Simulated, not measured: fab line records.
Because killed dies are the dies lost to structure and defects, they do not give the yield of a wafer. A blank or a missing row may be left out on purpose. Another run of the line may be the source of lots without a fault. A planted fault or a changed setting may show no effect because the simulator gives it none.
Struck lot and sound lot, side by side | flow sky130 | 33 out of 708 route steps
Sound: wafers L725.2, L725.3, L725.4. Wafers struck: L730.2, L730.3, L730.4. Last of all comes the cause.
Order at every step that has rows: each side's tool, ch and its chambers, its first start. Under that, the readings that differ: sound wafers | struck wafers | difference of the means | sigmas: that difference in standard deviations of wafers without a fault.
alike: a reading whose means differ by less than 2 such deviations, as well as words and numbers matching on both sides. not compared: withheld readings; readings where some wafer has no value; bounds like >300 that might hide an equal value; numbers whose values overlap and for which the record gives no deviation.
Wherever a step has rows on one side only, a row that says differs or no value, or a row with sigmas, the two part there. Numbers that don't overlap but have no deviation are shown without sigmas and don't part them. A reading missing from all wafers of one side parts the sides only when that side holds two or more wafers.

first, 9 steps without rows for these wafers: SKY_LI_CONTACT_ETCH_14 (etches BARC in N2/H2, stops on SiO2, time 45.9 s, target depth 60 nm); SKY_LI_CONTACT_ETCH_15 (etches PSG in C4F8/O2/Ar, stops on Si, target depth 600 nm); SKY_LI_CONTACT_STRIP_16 (strips in O2/N2); SKY_LI_CONTACT_CLEAN_17 (cleans in NMP, time 600 s); SKY_LI_CONTACT_PRE_CLEAN_18 (time 5.6 s); SKY_LI_CONTACT_SPUTTER_19 (material Ti, target thk 20 nm, time 106.37 s); SKY_LI_CONTACT_SPUTTER_20 (material TiN, target thk 20 nm, time 80 s); SKY_LI_CONTACT_CVD_21 (deposits W, target thk 400 nm, time 120.56 s); SKY_LI_CONTACT_CMP_24 (polishes, stops on PSG, t overpolish 20 s, target thk 0 nm).
SKY_LOCAL_INTERCONNECT_SPUTTER_00: material TiN, target thk 100 nm, time 83.3 s.
  sound: pvd_sputter-04 at day 31 20:31; struck: pvd_sputter-03 at day 33 18:25
  alike: throttle_valve_pct
then, 22 steps without rows for these wafers: SKY_LOCAL_INTERCONNECT_DEHYDRATE_03 (time 60 s); SKY_LOCAL_INTERCONNECT_HMDS_04 (prime time 60 s); SKY_LOCAL_INTERCONNECT_COAT_05 (resist thk 60 nm); SKY_LOCAL_INTERCONNECT_COAT_06 (resist thk 450 nm); SKY_LOCAL_INTERCONNECT_SOFTBAKE_07 (time 90 s); SKY_LOCAL_INTERCONNECT_EXPOSE_08 (exposes mask LI1M, target cd 170 nm); SKY_LOCAL_INTERCONNECT_PEB_09; SKY_LOCAL_INTERCONNECT_DEVELOP_10 (develop time 60 s); SKY_LOCAL_INTERCONNECT_ETCH_13 (etches BARC in N2/H2, stops on SiO2, time 45.9 s, target depth 60 nm); SKY_LOCAL_INTERCONNECT_METAL_ETCH_14 (etches TiN in Cl2/BCl3, stops on PSG, target depth 110 nm, time 31.4 s); SKY_LOCAL_INTERCONNECT_STRIP_15 (strips in O2/N2); SKY_LOCAL_INTERCONNECT_STRIP_16 (strips in post etch residue remover, time 1200 s); SKY_LOCAL_INTERCONNECT_CLEAN_17 (cleans in IPA, time 180 s); SKY_LOCAL_INTERCONNECT_CLEAN_18 (cleans in O3/DIW); SKY_CONTACT_CVD_00 (deposits Si3N4, target thk 75 nm); SKY_CONTACT_HDPCVD_02 (deposits SiO2, target thk 565 nm, time 94.2 s); SKY_CONTACT_CMP_04 (polishes SiO2); SKY_CONTACT_DEHYDRATE_06 (time 60 s); SKY_CONTACT_HMDS_07 (prime time 60 s); SKY_CONTACT_COAT_08 (resist thk 60 nm); SKY_CONTACT_COAT_09 (resist thk 450 nm); SKY_CONTACT_SOFTBAKE_10 (time 90 s).
-- the record jumps here: 15 days lie between the struck wafers' starts before and after (it left off in module CONTACT and takes up again in module PAD_OPEN, whose first step shown is number 708 of the route) --
SKY_PAD_OPEN_PROBE_99:
  sound: prober-01 at day 47 17:08; struck: prober-01 at day 49 00:56
  reading             | sound    | struck     | difference | sigmas
  killed_at_contacts  | 27 27 28 | 69 70 42   | +33        | +7
  killed_at_front_end | 14 22 20 | 9 6 12     | -10        | -2
  killed_dies         | 82 94 87 | 125 120 88 | +23        | +3
  alike: killed_at_M0_to_M3, killed_at_M4_up, killed_at_other, killed_open, killed_short

WHERE THEY PART
At SKY_PAD_OPEN_PROBE_99 and nowhere else, as far as this record goes.

WHY: whatever the simulator had introduced
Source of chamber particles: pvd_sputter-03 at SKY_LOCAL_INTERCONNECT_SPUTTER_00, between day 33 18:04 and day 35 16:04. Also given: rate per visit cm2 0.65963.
